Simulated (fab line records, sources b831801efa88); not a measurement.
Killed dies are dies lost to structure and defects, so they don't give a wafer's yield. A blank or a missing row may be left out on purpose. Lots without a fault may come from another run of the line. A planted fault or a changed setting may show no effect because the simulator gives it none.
One fault seen from 2 desks | flow sky130 | each desk has only its own numbers; what lay behind them comes last

THE METROLOGY DESK
What the gauges read, lot by lot, whatever tool the lot ran on: means of the sampled wafers that have a number. A lot is out of limits, marked OUT, if its mean lies more than 4 standard deviations from the usual mean; the brackets give that distance.
Columns: A = VIA1_W_THK at SKY_VIA1_THK_MEAS_23, usual 281 nm; B = cd_nm at SKY_VIA2_CD_MEAS_12, usual 199.9 nm
lot  | first seen here | A   | B
L552 | day 34 13:40    | 277 | 200.4
L553 | day 34 23:48    | 285 | 198.4
L555 | day 35 07:06    | 288 | 202.2
L554 | day 35 10:27    | 275 | 199.5
L558 | day 36 05:29    | 282 | 197.3
L559 | day 36 11:59    | 278 | 199.1
L561 | day 37 05:25    | 286 | 201.9
L562 | day 37 15:22    | 276 | 201.5
L563 | day 37 18:20    | 276 | 199.7
L567 | day 38 18:47    | 281 | 198.6
L568 | day 39 01:22    | 282 | 199.8
L575 | day 41 01:06    | 281 | 198.6
This desk's finding: nothing out of limits on any of the 12 lots.

THE TOOL OWNER'S DESK: litho_track-02
The tool's own readings at SKY_VIA2_SOFTBAKE_08 (time 90 s): means of the sampled wafers that have a number, for each lot that ran on this tool. A lot is out of limits, marked OUT, if its mean lies more than 4 standard deviations from the usual mean; the brackets give that distance.
Columns: A = exhaust_pa at SKY_VIA2_SOFTBAKE_08, usual 45.1 Pa; B = heater_power_total_W at SKY_VIA2_SOFTBAKE_08, usual 57.34 W; C = run_length_s at SKY_VIA2_SOFTBAKE_08, usual 119.02 s
lot  | first seen here | A    | B               | C
L552 | day 36 07:00    | 44.6 | 57.37           | 118.91
L553 | day 36 16:00    | 45.2 | 57.33           | 118.97
L558 | day 37 22:00    | 45.3 | 57.31           | 119.00
L563 | day 39 10:00    | 44.5 | 57.37           | 119.02
L568 | day 40 17:00    | 45.6 | 59.04 (+14) OUT | 112.24 (-45) OUT
This desk's finding: out of limits on L568; first on L568, day 40 17:00 (heater_power_total_W at SKY_VIA2_SOFTBAKE_08). In limits: L552, L553, L558, L563.

PUT TOGETHER
The tool owner's desk could have raised an alarm at day 40 17:00, on L568.
The metrology desk saw nothing out of limits.
The metrology desk has L568 on record, within its limits.
Of the lots named, all ran SKY_VIA2_SOFTBAKE_08 on litho_track-02.

WHAT THE SIMULATOR HAD PUT IN
Process parameter drift: litho_track-02, from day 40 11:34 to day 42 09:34, at SKY_VIA2_SOFTBAKE_08. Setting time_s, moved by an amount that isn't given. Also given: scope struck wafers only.
Lots struck among those shown: L568.
Hours from the fault's start to each desk's first reading out of limits: the tool owner's desk, 5.
